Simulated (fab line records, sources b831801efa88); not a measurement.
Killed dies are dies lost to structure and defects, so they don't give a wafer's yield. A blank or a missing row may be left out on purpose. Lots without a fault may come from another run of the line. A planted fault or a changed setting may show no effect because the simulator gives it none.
A struck lot beside a sound one | flow sfq_line | 42 steps out of a route of 325
Sound: wafers L983.1, L983.3, L983.4. Struck: wafer L980.4. (L980.1, L980.3 of the same lot were not struck and are left out.) The cause comes at the end.
At each step with rows: each side's tool, then ch and its chambers, then its first start. Under that, the readings that differ: sound wafers | struck wafers | difference of the means | sigmas: that difference in standard deviations of wafers without a fault.
alike: readings whose means differ by less than 2 such deviations, and words and numbers that are the same on both sides. not compared: withheld readings, readings that some wafer has no value for, bounds like >300 that may hide the same value, and numbers for which the record gives no deviation and whose values overlap.
The two part at a step that has a row with sigmas, a row that says differs or no value, or rows on one side only. Numbers that don't overlap but have no deviation are shown without sigmas and don't part them. A reading that every wafer of one side lacks parts them only if that side has two wafers or more.

first, 6 steps without rows for these wafers: SFQ_TRILAYER_M6_LITHO_COAT_164 (resist thk 62 nm); SFQ_TRILAYER_M6_LITHO_COAT_159 (resist thk 600 nm); SFQ_TRILAYER_M6_LITHO_SOFTBAKE_163; SFQ_TRILAYER_M6_LITHO_EXPOSE_160 (exposes mask M6, target cd 500 nm); SFQ_TRILAYER_M6_LITHO_PEB_162 (peb time 60 s); SFQ_TRILAYER_M6_LITHO_DEVELOP_161 (time 60 s).
SFQ_M6_OVL_MEAS_940:
  sound on overlay-02, day 78 00:25; struck on overlay-02, day 73 16:53
  alike: M6_OVL
SFQ_TRILAYER_M6_BARC_OPEN_METAL_ETCH_206: etches BARC in O2, target depth 125 nm, time 41.7 s.
  sound on rie_metal-01 ch 0,1, day 78 00:28; struck on rie_metal-02 ch 0, day 73 16:56
  reading                     | sound       | struck | difference | sigmas
  drypump_motor_current_A (A) | 6.1 6.1 6.0 | 5.1    | -1.0       | -2
  alike: oes_product_au
  not compared: rf_hours_counter_h
then, 1 step without rows for these wafers: SFQ_TRILAYER_M6_ETCH_METAL_ETCH_162 (etches Nb in Cl2/Ar, stops on SiO2, target depth 240 nm, time 120 s).
SFQ_TRILAYER_M6_STRIP_STRIP_163: strips in O2.
  sound on rie_metal-01 ch 0,1, day 78 00:38; struck on rie_metal-02 ch 0, day 73 17:07
  reading                     | sound             | struck | difference | sigmas
  drypump_motor_current_A (A) | 6.1 6.1 6.0       | 5.0    | -1.1       | -2
  oes_product_au (a.u.)       | 0.998 0.997 1.015 | 0.981  | -0.022     | -2
  not compared: rf_hours_counter_h
then, 1 step without rows for these wafers: SFQ_TRILAYER_M6_STRIP_SOLV_CLEAN_164 (cleans in NMP, time 600 s).
SFQ_TRILAYER_I6_DEP_PECVD_165: deposits SiO2 from SiH4/N2O, time 111.11 s, target thk 500 nm.
  sound on pecvd-04 ch 0,2, day 78 01:25; struck on pecvd-03 ch 1, day 73 17:53
  alike: heater_power_outer_w, heater_power_w, susceptor_temp_C, throttle_valve_pct
SFQ_TRILAYER_I6_CMP_CMP_166: polishes SiO2.
  sound on cmp-01 ch 1,2,3, day 78 01:32; struck on cmp-01 ch 2, day 73 18:32
  reading                                             | sound             | struck | difference | sigmas
  time_to_endpoint_s (s)                              | 203 212 205       | 168    | -39        | -5
  model.SiO2_of_TRILAYER_I6_DEP_PECVD_165.thk_nm (nm) | 200.2 200.6 198.9 | 247.7  | +47.8      |
  alike: motor_current_A
SFQ_I6_BOW_MEAS_941:
  sound on film_metro-01, day 78 04:32; struck on film_metro-01, day 73 21:02
  alike: I6_BOW
SFQ_TRILAYER_I6_METRO_MEASURE_167:
  sound on film_metro-01, day 78 04:40; struck on film_metro-01, day 73 21:09
  reading     | sound             | struck | difference | sigmas
  thk_nm (nm) | 200.1 200.5 198.9 | 247.8  | +48.0      | +34
then, 6 steps without rows for these wafers: SFQ_TRILAYER_I6_VIA_LITHO_COAT_174 (resist thk 62 nm); SFQ_TRILAYER_I6_VIA_LITHO_COAT_169 (resist thk 650 nm); SFQ_TRILAYER_I6_VIA_LITHO_SOFTBAKE_173; SFQ_TRILAYER_I6_VIA_LITHO_EXPOSE_170 (exposes mask I6, target cd 700 nm); SFQ_TRILAYER_I6_VIA_LITHO_PEB_172 (peb time 60 s); SFQ_TRILAYER_I6_VIA_LITHO_DEVELOP_171 (time 60 s).
-- the record jumps here: 2 days lie between the struck wafers' starts before and after --
SFQ_I6_OVL_MEAS_942:
  sound on overlay-02, day 78 15:11; struck on overlay-01, day 75 21:56
  alike: I6_OVL
then, 1 step without rows for these wafers: SFQ_TRILAYER_I6_VIA_BARC_OPEN_VIA_ETCH_235 (etches BARC in O2, target depth 125 nm, time 41.7 s).
SFQ_TRILAYER_I6_VIA_ETCH_VIA_ETCH_172: etches SiO2 in CHF3, stops on Nb, target depth 260 nm.
  sound on rie_diel-02 ch 2,3, day 78 15:16; struck on rie_diel-02 ch 0, day 75 22:01
  reading                        | sound             | struck | difference | sigmas
  oes_product_au (a.u.)          | 0.861 0.859 0.851 | 0.959  | +0.102     | +19
  model.I6.feature_depth_nm (nm) | 200.2 200.6 198.9 | 247.7  | +47.8      |
  model.etch.depth_nm (nm)       | 200.2 200.6 198.9 | 247.7  | +47.8      |
  alike: drypump_motor_current_A
then, 2 steps without rows for these wafers: SFQ_TRILAYER_I6_VIA_STRIP_STRIP_173 (strips in O2); SFQ_TRILAYER_I6_VIA_STRIP_SOLV_CLEAN_174 (cleans in NMP, time 600 s).
SFQ_TRILAYER_M7_DEP_PRE_CLEAN_176: time 22.5 s.
  sound on pvd_sputter-05, day 78 16:10; struck on pvd_sputter-03, day 75 22:55
  reading                                             | sound             | struck | difference | sigmas
  model.SiO2_of_TRILAYER_I6_DEP_PECVD_165.thk_nm (nm) | 192.7 193.1 191.4 | 240.2  | +47.8      |
then, 1 step without rows for these wafers: SFQ_TRILAYER_M7_DEP_SPUTTER_175 (material Nb, target thk 200 nm, time 133.3 s).
SFQ_M7_RS_MEAS_943: measures by four-point-probe.
  sound on film_metro-02, day 78 16:17; struck on film_metro-02, day 75 23:02
  alike: M7_NB_RS
then, 4 steps without rows for these wafers: SFQ_TRILAYER_M7_LITHO_COAT_182 (resist thk 62 nm); SFQ_TRILAYER_M7_LITHO_COAT_177 (resist thk 600 nm); SFQ_TRILAYER_M7_LITHO_SOFTBAKE_181; SFQ_TRILAYER_M7_LITHO_EXPOSE_178 (exposes mask M7, target cd 500 nm).
SFQ_TRILAYER_M7_LITHO_PEB_180: peb time 62.28 s.
  sound on litho_track-03 ch 0, day 82 01:45; struck on litho_track-04 ch 0, day 76 02:26
  alike: heater_power_total_W, plate_sensor_t_centre_C, plate_sensor_t_edge_C, resist_line_temp_C
then, 1 step without rows for these wafers: SFQ_TRILAYER_M7_LITHO_DEVELOP_179 (time 60 s).
SFQ_M7_OVL_MEAS_945:
  sound on overlay-01, day 82 02:03; struck on overlay-02, day 76 02:44
  reading     | sound      | struck | difference | sigmas
  M7_OVL (nm) | -12 -9 -11 | 9      | +20        | +3
then, 4 steps without rows for these wafers: SFQ_TRILAYER_M7_BARC_OPEN_METAL_ETCH_229 (etches BARC in O2, target depth 125 nm, time 41.7 s); SFQ_TRILAYER_M7_ETCH_METAL_ETCH_180 (etches Nb in Cl2/Ar, stops on SiO2, target depth 240 nm, time 120 s); SFQ_TRILAYER_M7_STRIP_STRIP_181 (strips in O2); SFQ_TRILAYER_M7_STRIP_SOLV_CLEAN_182 (cleans in NMP, time 600 s).
SFQ_TRILAYER_I7_DEP_PECVD_183: deposits SiO2 from SiH4/N2O, time 111.11 s, target thk 500 nm.
  sound on pecvd-04 ch 0,1, day 82 03:03; struck on pecvd-04 ch 1, day 76 03:44
  alike: heater_power_outer_w, heater_power_w, susceptor_temp_C, throttle_valve_pct
-- the record jumps here: 5 days lie between the struck wafers' starts before and after --
SFQ_M8_BOW_MEAS_951:
  sound on film_metro-03, day 83 07:33; struck on film_metro-03, day 81 00:20
  reading                 | sound             | struck | difference | sigmas
  model.etest.i6.link_ohm | 1.881 1.883 1.876 | 1.908  | +0.028     |
  alike: M8_BOW

WHERE THEY PART
First at SFQ_TRILAYER_M6_BARC_OPEN_METAL_ETCH_206; last, within this record, at SFQ_M7_OVL_MEAS_945. Later steps at which nothing parts them and some readings are alike: SFQ_TRILAYER_I7_DEP_PECVD_183, SFQ_M8_BOW_MEAS_951.

WHY: what the simulator had put in
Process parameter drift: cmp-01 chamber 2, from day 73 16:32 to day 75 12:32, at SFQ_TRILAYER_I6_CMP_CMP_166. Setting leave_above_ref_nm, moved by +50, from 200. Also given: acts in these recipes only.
